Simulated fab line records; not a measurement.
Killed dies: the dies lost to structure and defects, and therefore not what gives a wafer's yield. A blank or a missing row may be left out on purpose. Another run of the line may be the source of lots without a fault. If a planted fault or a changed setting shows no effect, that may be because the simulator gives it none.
The tool behind it: which one? || flow gf180mcu || Sampling: 13 lots, 39 wafers, 5 of 602 route steps

## WHAT EACH GAUGE READ, for each wafer
No reading from a measuring or inspecting step in the record can be judged against a usual standard deviation.

## TOOL THAT RAN EACH LOT (tool first, then ch and the chambers of the sampled wafers, then the start)
{"lot": "L359", "GF_M2_SPUTTER_03": "pvdSputter-02, day 18 02:46", "GF_V2_SPUTTER_21": "pvdSputter-02, day 20 05:40", "GF_M3_SPUTTER_02": "pvdSputter-04, day 20 06:29", "GF_M3_METAL_ETCH_16": "rieMetal-04 ch 0, day 21 06:59", "GF_M3_STRIP_17": "plasmaAsher-02 ch 0,1, day 21 07:07"}
{"lot": "L360", "GF_M2_SPUTTER_03": "pvdSputter-03, day 18 18:58", "GF_V2_SPUTTER_21": "pvdSputter-01, day 20 22:22", "GF_M3_SPUTTER_02": "pvdSputter-01, day 20 23:26", "GF_M3_METAL_ETCH_16": "rieMetal-01 ch 0,1, day 21 23:27", "GF_M3_STRIP_17": "plasmaAsher-04 ch 0,1, day 21 23:34"}
{"lot": "L361", "GF_M2_SPUTTER_03": "pvdSputter-01, day 19 04:40", "GF_V2_SPUTTER_21": "pvdSputter-02, day 21 08:36", "GF_M3_SPUTTER_02": "pvdSputter-01, day 21 09:26", "GF_M3_METAL_ETCH_16": "rieMetal-04 ch 1, day 22 09:49", "GF_M3_STRIP_17": "plasmaAsher-04 ch 0,1, day 22 10:04"}
{"lot": "L362", "GF_M2_SPUTTER_03": "pvdSputter-01, day 19 14:48", "GF_V2_SPUTTER_21": "pvdSputter-01, day 21 16:36", "GF_M3_SPUTTER_02": "pvdSputter-03, day 21 17:26", "GF_M3_METAL_ETCH_16": "rieMetal-01 ch 0,1, day 22 17:06", "GF_M3_STRIP_17": "plasmaAsher-02 ch 0,1, day 22 17:16"}
{"lot": "L363", "GF_M2_SPUTTER_03": "pvdSputter-03, day 20 05:52", "GF_V2_SPUTTER_21": "pvdSputter-02, day 22 07:44", "GF_M3_SPUTTER_02": "pvdSputter-03, day 22 08:33", "GF_M3_METAL_ETCH_16": "rieMetal-04 ch 0, day 23 07:45", "GF_M3_STRIP_17": "plasmaAsher-04 ch 0,1, day 23 07:53"}
{"lot": "L364", "GF_M2_SPUTTER_03": "pvdSputter-02, day 20 11:32", "GF_V2_SPUTTER_21": "pvdSputter-02, day 22 13:08", "GF_M3_SPUTTER_02": "pvdSputter-01, day 22 13:57", "GF_M3_METAL_ETCH_16": "rieMetal-01 ch 1, day 23 12:29", "GF_M3_STRIP_17": "plasmaAsher-01 ch 0,1, day 23 12:42"}
{"lot": "L368", "GF_M2_SPUTTER_03": "pvdSputter-02, day 21 15:23", "GF_V2_SPUTTER_21": "pvdSputter-02, day 23 15:40", "GF_M3_SPUTTER_02": "pvdSputter-04, day 23 16:34", "GF_M3_METAL_ETCH_16": "rieMetal-04 ch 0,1, day 24 14:42", "GF_M3_STRIP_17": "plasmaAsher-02 ch 0,1, day 24 14:50"}
{"lot": "L374", "GF_M2_SPUTTER_03": "pvdSputter-03, day 24 01:34", "GF_V2_SPUTTER_21": "pvdSputter-01, day 26 00:24", "GF_M3_SPUTTER_02": "pvdSputter-04, day 26 01:14", "GF_M3_METAL_ETCH_16": "rieMetal-02 ch 0, day 26 22:20", "GF_M3_STRIP_17": "plasmaAsher-02 ch 0,1, day 26 22:32"}
{"lot": "L377", "GF_M2_SPUTTER_03": "pvdSputter-02, day 24 19:59", "GF_V2_SPUTTER_21": "pvdSputter-04, day 26 16:50", "GF_M3_SPUTTER_02": "pvdSputter-03, day 26 17:40", "GF_M3_METAL_ETCH_16": "rieMetal-01 ch 0,1, day 27 14:16", "GF_M3_STRIP_17": "plasmaAsher-04 ch 0,1, day 27 14:23"}
{"lot": "L378", "GF_M2_SPUTTER_03": "pvdSputter-02, day 25 06:07", "GF_V2_SPUTTER_21": "pvdSputter-04, day 27 02:25", "GF_M3_SPUTTER_02": "pvdSputter-04, day 27 03:14", "GF_M3_METAL_ETCH_16": "rieMetal-04 ch 0,1, day 27 23:53", "GF_M3_STRIP_17": "plasmaAsher-02 ch 0,1, day 28 00:00"}
{"lot": "L379", "GF_M2_SPUTTER_03": "pvdSputter-01, day 25 11:07", "GF_V2_SPUTTER_21": "pvdSputter-02, day 27 06:49", "GF_M3_SPUTTER_02": "pvdSputter-01, day 27 07:38", "GF_M3_METAL_ETCH_16": "rieMetal-04 ch 0,1, day 28 03:57", "GF_M3_STRIP_17": "plasmaAsher-02 ch 0,1, day 28 04:05"}
{"lot": "L380", "GF_M2_SPUTTER_03": "pvdSputter-02, day 25 14:32", "GF_V2_SPUTTER_21": "pvdSputter-02, day 27 10:07", "GF_M3_SPUTTER_02": "pvdSputter-01, day 27 10:56", "GF_M3_METAL_ETCH_16": "rieMetal-02 ch 0,1, day 28 07:09", "GF_M3_STRIP_17": "plasmaAsher-04 ch 0,1, day 28 07:17"}
{"lot": "L382", "GF_M2_SPUTTER_03": "pvdSputter-02, day 26 07:22", "GF_V2_SPUTTER_21": "pvdSputter-04, day 28 01:52", "GF_M3_SPUTTER_02": "pvdSputter-04, day 28 02:44", "GF_M3_METAL_ETCH_16": "rieMetal-02 ch 0,1, day 28 22:02", "GF_M3_STRIP_17": "plasmaAsher-04 ch 0,1, day 28 22:10"}
- GF_M2_SPUTTER_03: material Ti, target thk 10 nm, time 6.7 s.
- GF_V2_SPUTTER_21: material Ti, target thk 15 nm, time 80.02 s.
- GF_M3_SPUTTER_02: material AlCu, target thk 450 nm, time 23.9 s.
- GF_M3_METAL_ETCH_16: etches the open film in Cl2/BCl3, stops on SiO2, target depth 750.8 nm, time 125.1 s.
- GF_M3_STRIP_17: strips in O2/N2.

## WHAT THE TOOLS THEMSELVES READ (means of the sampled wafers that have a number; where no wafer has one, the mark that the record gives instead)
GF_M2_SPUTTER_03. Usual: throttleValvePct reads 30.3 % (standard deviation 1.1).
{"lot": "L359", "tool": "pvdSputter-02", "throttleValvePct (%)": 29.4, "flag": ""}
{"lot": "L360", "tool": "pvdSputter-03", "throttleValvePct (%)": 29.9, "flag": ""}
{"lot": "L361", "tool": "pvdSputter-01", "throttleValvePct (%)": 30.0, "flag": ""}
{"lot": "L362", "tool": "pvdSputter-01", "throttleValvePct (%)": 30.1, "flag": ""}
{"lot": "L363", "tool": "pvdSputter-03", "throttleValvePct (%)": 30.4, "flag": ""}
{"lot": "L364", "tool": "pvdSputter-02", "throttleValvePct (%)": 30.3, "flag": ""}
{"lot": "L368", "tool": "pvdSputter-02", "throttleValvePct (%)": 30.6, "flag": ""}
{"lot": "L374", "tool": "pvdSputter-03", "throttleValvePct (%)": 30.6, "flag": ""}
{"lot": "L377", "tool": "pvdSputter-02", "throttleValvePct (%)": 30.5, "flag": ""}
{"lot": "L378", "tool": "pvdSputter-02", "throttleValvePct (%)": 30.2, "flag": ""}
{"lot": "L379", "tool": "pvdSputter-01", "throttleValvePct (%)": 30.8, "flag": ""}
{"lot": "L380", "tool": "pvdSputter-02", "throttleValvePct (%)": 30.7, "flag": ""}
{"lot": "L382", "tool": "pvdSputter-02", "throttleValvePct (%)": 31.2, "flag": ""}

GF_V2_SPUTTER_21. Usual: throttleValvePct reads 30.1 % (standard deviation 1.2).
{"lot": "L359", "tool": "pvdSputter-02", "throttleValvePct (%)": 30.2, "flag": ""}
{"lot": "L360", "tool": "pvdSputter-01", "throttleValvePct (%)": 29.9, "flag": ""}
{"lot": "L361", "tool": "pvdSputter-02", "throttleValvePct (%)": 30.9, "flag": ""}
{"lot": "L362", "tool": "pvdSputter-01", "throttleValvePct (%)": 29.7, "flag": ""}
{"lot": "L363", "tool": "pvdSputter-02", "throttleValvePct (%)": 30.9, "flag": ""}
{"lot": "L364", "tool": "pvdSputter-02", "throttleValvePct (%)": 31.2, "flag": ""}
{"lot": "L368", "tool": "pvdSputter-02", "throttleValvePct (%)": 30.2, "flag": ""}
{"lot": "L374", "tool": "pvdSputter-01", "throttleValvePct (%)": 28.9, "flag": ""}
{"lot": "L377", "tool": "pvdSputter-04", "throttleValvePct (%)": 29.5, "flag": ""}
{"lot": "L378", "tool": "pvdSputter-04", "throttleValvePct (%)": 29.2, "flag": ""}
{"lot": "L379", "tool": "pvdSputter-02", "throttleValvePct (%)": 31.6, "flag": ""}
{"lot": "L380", "tool": "pvdSputter-02", "throttleValvePct (%)": 30.4, "flag": ""}
{"lot": "L382", "tool": "pvdSputter-04", "throttleValvePct (%)": 29.2, "flag": ""}

GF_M3_SPUTTER_02. Usual: throttleValvePct reads 29.8 % (standard deviation 1).
{"lot": "L359", "tool": "pvdSputter-04", "throttleValvePct (%)": 29.1, "flag": ""}
{"lot": "L360", "tool": "pvdSputter-01", "throttleValvePct (%)": 29.9, "flag": ""}
{"lot": "L361", "tool": "pvdSputter-01", "throttleValvePct (%)": 30.0, "flag": ""}
{"lot": "L362", "tool": "pvdSputter-03", "throttleValvePct (%)": 29.8, "flag": ""}
{"lot": "L363", "tool": "pvdSputter-03", "throttleValvePct (%)": 30.3, "flag": ""}
{"lot": "L364", "tool": "pvdSputter-01", "throttleValvePct (%)": 30.9, "flag": ""}
{"lot": "L368", "tool": "pvdSputter-04", "throttleValvePct (%)": 29.4, "flag": ""}
{"lot": "L374", "tool": "pvdSputter-04", "throttleValvePct (%)": 29.5, "flag": ""}
{"lot": "L377", "tool": "pvdSputter-03", "throttleValvePct (%)": 30.6, "flag": ""}
{"lot": "L378", "tool": "pvdSputter-04", "throttleValvePct (%)": 29.5, "flag": ""}
{"lot": "L379", "tool": "pvdSputter-01", "throttleValvePct (%)": 29.6, "flag": ""}
{"lot": "L380", "tool": "pvdSputter-01", "throttleValvePct (%)": 29.0, "flag": ""}
{"lot": "L382", "tool": "pvdSputter-04", "throttleValvePct (%)": 29.1, "flag": ""}

GF_M3_METAL_ETCH_16. Usual: drypumpMotorCurrentA 5.9 A, standard deviation 0.52; oesProductAu 0.990 a.u., standard deviation 0.0061; rfFwdPowerW 796.6 W, standard deviation 2.7; throttleValvePct 28.230 %, standard deviation 0.0097.
{"lot": "L359", "tool": "rieMetal-04", "drypumpMotorCurrentA (A)": 5.1, "oesProductAu (a.u.)": 0.982, "rfFwdPowerW (W)": 791.9, "throttleValvePct (%)": 28.246, "flag": ""}
{"lot": "L360", "tool": "rieMetal-01", "drypumpMotorCurrentA (A)": 6.1, "oesProductAu (a.u.)": 0.985, "rfFwdPowerW (W)": 797.5, "throttleValvePct (%)": 28.237, "flag": ""}
{"lot": "L361", "tool": "rieMetal-04", "drypumpMotorCurrentA (A)": 6.4, "oesProductAu (a.u.)": 0.994, "rfFwdPowerW (W)": 799.0, "throttleValvePct (%)": 28.235, "flag": ""}
{"lot": "L362", "tool": "rieMetal-01", "drypumpMotorCurrentA (A)": 6.3, "oesProductAu (a.u.)": 0.988, "rfFwdPowerW (W)": 794.8, "throttleValvePct (%)": 28.235, "flag": ""}
{"lot": "L363", "tool": "rieMetal-04", "drypumpMotorCurrentA (A)": 5.1, "oesProductAu (a.u.)": 0.988, "rfFwdPowerW (W)": 794.5, "throttleValvePct (%)": 28.235, "flag": ""}
{"lot": "L364", "tool": "rieMetal-01", "drypumpMotorCurrentA (A)": 6.4, "oesProductAu (a.u.)": 0.993, "rfFwdPowerW (W)": 794.6, "throttleValvePct (%)": 28.233, "flag": ""}
{"lot": "L368", "tool": "rieMetal-04", "drypumpMotorCurrentA (A)": 6.0, "oesProductAu (a.u.)": 0.897, "rfFwdPowerW (W)": 796.5, "throttleValvePct (%)": 28.341, "flag": "OFF"}
{"lot": "L374", "tool": "rieMetal-02", "drypumpMotorCurrentA (A)": 5.5, "oesProductAu (a.u.)": 0.990, "rfFwdPowerW (W)": 798.2, "throttleValvePct (%)": 28.237, "flag": ""}
{"lot": "L377", "tool": "rieMetal-01", "drypumpMotorCurrentA (A)": 6.3, "oesProductAu (a.u.)": 0.986, "rfFwdPowerW (W)": 797.2, "throttleValvePct (%)": 28.232, "flag": ""}
{"lot": "L378", "tool": "rieMetal-04", "drypumpMotorCurrentA (A)": 5.5, "oesProductAu (a.u.)": 0.991, "rfFwdPowerW (W)": 797.6, "throttleValvePct (%)": 28.225, "flag": ""}
{"lot": "L379", "tool": "rieMetal-04", "drypumpMotorCurrentA (A)": 5.5, "oesProductAu (a.u.)": 0.990, "rfFwdPowerW (W)": 795.9, "throttleValvePct (%)": 28.230, "flag": ""}
{"lot": "L380", "tool": "rieMetal-02", "drypumpMotorCurrentA (A)": 5.7, "oesProductAu (a.u.)": 0.986, "rfFwdPowerW (W)": 797.2, "throttleValvePct (%)": 28.231, "flag": ""}
{"lot": "L382", "tool": "rieMetal-02", "drypumpMotorCurrentA (A)": 5.8, "oesProductAu (a.u.)": 0.995, "rfFwdPowerW (W)": 796.7, "throttleValvePct (%)": 28.226, "flag": ""}

GF_M3_STRIP_17. Usual: drypumpMotorCurrentA 5.6 A, standard deviation 0.54; heaterPowerW 321 W, standard deviation 11; oesProductAu 0.537 a.u., standard deviation 0.005; platenTempC 250.01 C, standard deviation 0.15; stripTimeToEndpointS 7.38 s, standard deviation 0.057.
{"lot": "L359", "tool": "plasmaAsher-02", "drypumpMotorCurrentA (A)": 6.2, "heaterPowerW (W)": 311, "oesProductAu (a.u.)": 0.543, "platenTempC (C)": 250.14, "stripTimeToEndpointS (s)": 7.53, "flag": ""}
{"lot": "L360", "tool": "plasmaAsher-04", "drypumpMotorCurrentA (A)": 5.2, "heaterPowerW (W)": 324, "oesProductAu (a.u.)": 0.539, "platenTempC (C)": 249.88, "stripTimeToEndpointS (s)": 7.45, "flag": ""}
{"lot": "L361", "tool": "plasmaAsher-04", "drypumpMotorCurrentA (A)": 5.4, "heaterPowerW (W)": 327, "oesProductAu (a.u.)": 0.535, "platenTempC (C)": 249.92, "stripTimeToEndpointS (s)": 7.34, "flag": ""}
{"lot": "L362", "tool": "plasmaAsher-02", "drypumpMotorCurrentA (A)": 5.9, "heaterPowerW (W)": 310, "oesProductAu (a.u.)": 0.540, "platenTempC (C)": 249.99, "stripTimeToEndpointS (s)": 7.46, "flag": ""}
{"lot": "L363", "tool": "plasmaAsher-04", "drypumpMotorCurrentA (A)": 5.4, "heaterPowerW (W)": 327, "oesProductAu (a.u.)": 0.542, "platenTempC (C)": 250.17, "stripTimeToEndpointS (s)": 7.45, "flag": ""}
{"lot": "L364", "tool": "plasmaAsher-01", "drypumpMotorCurrentA (A)": 5.3, "heaterPowerW (W)": 331, "oesProductAu (a.u.)": 0.541, "platenTempC (C)": 250.04, "stripTimeToEndpointS (s)": 7.37, "flag": ""}
{"lot": "L368", "tool": "plasmaAsher-02", "drypumpMotorCurrentA (A)": 6.2, "heaterPowerW (W)": 315, "oesProductAu (a.u.)": 0.557, "platenTempC (C)": 250.11, "stripTimeToEndpointS (s)": 7.87, "flag": "OFF"}
{"lot": "L374", "tool": "plasmaAsher-02", "drypumpMotorCurrentA (A)": 5.8, "heaterPowerW (W)": 313, "oesProductAu (a.u.)": 0.537, "platenTempC (C)": 250.06, "stripTimeToEndpointS (s)": 7.37, "flag": ""}
{"lot": "L377", "tool": "plasmaAsher-04", "drypumpMotorCurrentA (A)": 5.2, "heaterPowerW (W)": 325, "oesProductAu (a.u.)": 0.539, "platenTempC (C)": 249.96, "stripTimeToEndpointS (s)": 7.38, "flag": ""}
{"lot": "L378", "tool": "plasmaAsher-02", "drypumpMotorCurrentA (A)": 5.9, "heaterPowerW (W)": 313, "oesProductAu (a.u.)": 0.538, "platenTempC (C)": 250.15, "stripTimeToEndpointS (s)": 7.44, "flag": ""}
{"lot": "L379", "tool": "plasmaAsher-02", "drypumpMotorCurrentA (A)": 5.9, "heaterPowerW (W)": 309, "oesProductAu (a.u.)": 0.535, "platenTempC (C)": 250.00, "stripTimeToEndpointS (s)": 7.36, "flag": ""}
{"lot": "L380", "tool": "plasmaAsher-04", "drypumpMotorCurrentA (A)": 5.4, "heaterPowerW (W)": 323, "oesProductAu (a.u.)": 0.534, "platenTempC (C)": 250.06, "stripTimeToEndpointS (s)": 7.39, "flag": ""}
{"lot": "L382", "tool": "plasmaAsher-04", "drypumpMotorCurrentA (A)": 5.2, "heaterPowerW (W)": 324, "oesProductAu (a.u.)": 0.538, "platenTempC (C)": 250.04, "stripTimeToEndpointS (s)": 7.31, "flag": ""}

## THE ANSWER, worked out from the rows above alone
Rule: a lot counts as off when the mean over its wafers that have a number is more than 3 standard deviations away from the usual mean. Also off: a lot with no number at a reading for which 4 or more lots have one. All remaining lots with rows at the step are treated as sound. Order of review: gauges by route order, followed by the tools' own readings, for which a lot's mean as printed above is used. The first step at which some lot is off is used, and at that step the reading that is off furthest; a lot without a number counts as furthest.
Off: L368, at GF_M3_METAL_ETCH_16 (oesProductAu).
If a tool, at that step or one of the process steps before it, ran each lot that is off and ran no sound lot following the first of them, it fits. None of those tried fits.

## WHAT THE SIMULATOR PUT IN
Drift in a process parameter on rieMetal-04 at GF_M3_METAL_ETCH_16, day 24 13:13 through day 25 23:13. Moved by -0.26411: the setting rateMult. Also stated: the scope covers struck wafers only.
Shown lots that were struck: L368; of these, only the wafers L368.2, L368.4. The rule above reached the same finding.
